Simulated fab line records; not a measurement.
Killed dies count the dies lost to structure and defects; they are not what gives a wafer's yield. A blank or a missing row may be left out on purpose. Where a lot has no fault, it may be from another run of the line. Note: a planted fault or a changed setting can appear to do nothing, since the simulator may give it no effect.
A lot that was struck, set against a sound lot ; flow sky130 ; 43 out of 708 route steps
Sound: the wafers L613.1, L613.2, L613.6. Struck: wafers L620.1, L620.2, L620.4. The cause is named last.
Per side, at each step with rows, come the tool, then ch with its chambers, and then its first start. Under that, the readings that differ: sound wafers ; struck wafers ; difference of the means ; sigmas: that difference in standard deviations of wafers without a fault.
alike: words and numbers the same on both sides, and readings whose means are apart by under 2 such deviations; not compared: readings that were withheld, readings missing a value for some wafer, numbers with overlapping values and no deviation given by the record, and bounds like >300 which may hide the same value.
Wherever a step has rows on one side only, a row that says differs or no value, or a row with sigmas, the two part there. Numbers that have no deviation but don't overlap get no sigmas and don't part them. A reading missing from all wafers of one side parts the sides only when that side holds two or more wafers.

first, 5 steps without rows for these wafers: SKY_POLY_GATE_COAT_08 (resist thk 450 nm); SKY_POLY_GATE_SOFTBAKE_09 (time 90 s); SKY_POLY_GATE_EXPOSE_10 (exposes mask P1M, target cd 150 nm); SKY_POLY_GATE_PEB_11; SKY_POLY_GATE_DEVELOP_12 (develop time 60 s).
SKY_POLY_GATE_CD_MEAS_13 targets a cd of 150 nm.
  struck on cdSem-01, day 19 03:23; sound on cdSem-01, day 16 14:17
  alike: cdNm
SKY_POLY_GATE_OVL_MEAS_14:
  struck on overlay-02, day 19 03:30; sound on overlay-02, day 16 14:25
  alike: POLY_GATE_OVL
SKY_POLY_GATE_ETCH_15: etches BARC in N2/H2, stops on SiO2, time 118.5 s, target depth 110 nm.
  sound on rieDiel-04 ch 0,3, day 16 14:26; struck on rieDiel-02 ch 0,1,3, day 19 03:32
  alike: drypumpMotorCurrentA, oesProductAu, throttleValvePct
  not compared: rfHoursCounterH
SKY_POLY_GATE_ETCH_16: etches Si3N4 in CH3F/O2, stops on poly-Si, time 147.5 s, target depth 75 nm.
  sound on rieDiel-04 ch 0,3, day 16 14:32; struck on rieDiel-02 ch 0,1,3, day 19 03:37
  alike: drypumpMotorCurrentA, oesProductAu, throttleValvePct
  not compared: rfHoursCounterH
SKY_POLY_GATE_ETCH_17: etches poly-Si in HBr/Cl2, stops on SiO2, target depth 180 nm, time 70.5 s.
  sound on rieSi-02 ch 1,2,3, day 16 14:38; struck on rieSi-02 ch 0,2,3, day 19 03:43
reading;sound;struck;difference;sigmas
throttleValvePct (%);33.675 33.673 33.667;33.702 33.693 33.690;+0.023;+3
  alike: HBr_flow_sccm, drypumpMotorCurrentA, heBacksideLeakSccm, oesProductAu
  not compared: rfHoursCounterH
SKY_POLY_GATE_STRIP_18: strips in O2/N2.
  sound on plasmaAsher-01 ch 0,1, day 16 14:41; struck on plasmaAsher-03 ch 0,1, day 19 03:47
  alike: drypumpMotorCurrentA, oesProductAu, stripTimeToEndpointS
  not compared: rfHoursCounterH
then, 1 step without rows for these wafers: SKY_POLY_GATE_CLEAN_19 (cleans in SC1/SC2, time 150 s).
SKY_POLY_GATE_OXIDATION_20: stabilise 600 s, purge 300 s, target thk 4 nm.
  sound on furnace-01 ch 0, day 16 15:57; struck on furnace-02 ch 0, day 19 04:37
  alike: zonePowerBottomPct
SKY_POLY_GATE_THK_MEAS_21:
  struck on filmMetro-04, day 19 05:52; sound on filmMetro-03, day 16 17:13
  alike: POLY_GATE_OXIDATION_THK
SKY_POLY_GATE_CD_MEAS_22:
  struck on cdSem-02, day 19 05:55; sound on cdSem-02, day 16 17:26
  alike: cdNm
then, 7 steps without rows for these wafers: SKY_LDD_N_DEHYDRATE_00 (time 60 s); SKY_LDD_N_HMDS_01 (prime time 60 s); SKY_LDD_N_COAT_02 (resist thk 305.1 nm); SKY_LDD_N_SOFTBAKE_03 (time 60 s); SKY_LDD_N_EXPOSE_04 (exposes mask NTM, target cd 840 nm); SKY_LDD_N_PEB_05; SKY_LDD_N_DEVELOP_06 (develop time 60 s).
SKY_LDD_N_OVL_MEAS_07:
  struck on overlay-02, day 20 11:53; sound on overlay-01, day 17 21:35
  alike: LDD_N_OVL
then, 8 steps without rows for these wafers: SKY_LDD_N_IMPLANT_08; SKY_LDD_N_IMPLANT_09; SKY_LDD_N_IMPLANT_10; SKY_LDD_N_IMPLANT_11; SKY_LDD_N_IMPLANT_12; SKY_LDD_N_IMPLANT_13; SKY_LDD_N_IMPLANT_14; SKY_LDD_N_IMPLANT_15.
SKY_LDD_N_STRIP_16: strips in O2/N2.
  sound on plasmaAsher-04 ch 0,1, day 17 22:49; struck on plasmaAsher-02 ch 0,1, day 20 13:07
  alike: drypumpMotorCurrentA, oesProductAu, stripTimeToEndpointS
  not compared: rfHoursCounterH
SKY_LDD_N_TW_MEAS_17:
  struck on filmMetro-04, day 20 13:13; sound on filmMetro-04, day 17 22:55
  alike: LDD_N_TW
then, 7 steps without rows for these wafers: SKY_LDD_P_DEHYDRATE_00 (time 60 s); SKY_LDD_P_HMDS_01 (prime time 60 s); SKY_LDD_P_COAT_02 (resist thk 1140 nm); SKY_LDD_P_SOFTBAKE_03 (time 60 s); SKY_LDD_P_EXPOSE_04 (exposes mask PSDM, target cd 380 nm); SKY_LDD_P_PEB_05; SKY_LDD_P_DEVELOP_06 (develop time 60 s).
SKY_LDD_P_CD_MEAS_07 targets a cd of 380 nm.
  struck on cdSem-02, day 21 19:02; sound on cdSem-02, day 19 04:23
  alike: cdNm
SKY_LDD_P_OVL_MEAS_08:
  struck on overlay-02, day 21 19:10; sound on overlay-01, day 19 04:31
  alike: LDD_P_OVL
-- here the record skips 26 days between the struck wafers' starts before and after, leaving off in module LDD_P and picking up in module PAD_OPEN (first step shown: number 708 of the route) --
SKY_PAD_OPEN_PROBE_99:
  struck on prober-01, day 47 16:03; sound on prober-02, day 45 21:22
reading;sound;struck;difference;sigmas
model.etest.diodeNwellSub.leakLog10ACm2;-7.36 -7.193 -7.124;-6.121 -6.259 -6.178;+1.040;
model.etest.diodeDnwellSub.leakLog10ACm2;-7.341 -7.229 -7.197;-6.069 -6.349 -6.439;+0.970;
model.etest.diodePwellDnwell.leakLog10ACm2;-7.74 -7.504 -7.592;-6.622 -6.555 -6.508;+1.050;
model.etest.diodeNdiffPwellHv.leakLog10ACm2;-6.547 -6.869 -6.435;-5.972 -6.095 -6.094;+0.563;
model.etest.diodePdiffNwellHv.leakLog10ACm2;-6.687 -6.612 -6.573;-6.128 -6.355 -6.212;+0.392;
model.etest.diodeNdiffPwell.leakLog10ACm2;-7.417 -6.966 -7.177;-6.84 -6.596 -6.812;+0.44;
model.etest.diodePdiffNwell.leakLog10ACm2;-7.516 -7.115 -7.486;-7.001 -6.686 -6.7;+0.577;
model.etest.nfet_16v.offLog10AUm;-13.78 -13.8 -13.75;-13.22 -13.3 -13.08;+0.58;
  alike: killed_at_M0_to_M3, killed_at_M4_up, killedAtContacts, killedAtFrontEnd, killedAtOther, killedDies, killedOpen, killedShort

## WHERE THEY PART
Within this record, at SKY_POLY_GATE_ETCH_17 only. Later steps at which nothing parts them and some readings are alike: SKY_POLY_GATE_STRIP_18, SKY_POLY_GATE_OXIDATION_20, SKY_POLY_GATE_THK_MEAS_21, SKY_POLY_GATE_CD_MEAS_22, SKY_LDD_N_OVL_MEAS_07, SKY_LDD_N_STRIP_16, SKY_LDD_N_TW_MEAS_17, SKY_LDD_P_CD_MEAS_07, SKY_LDD_P_OVL_MEAS_08, SKY_PAD_OPEN_PROBE_99.

WHY: what had been put in by the simulator
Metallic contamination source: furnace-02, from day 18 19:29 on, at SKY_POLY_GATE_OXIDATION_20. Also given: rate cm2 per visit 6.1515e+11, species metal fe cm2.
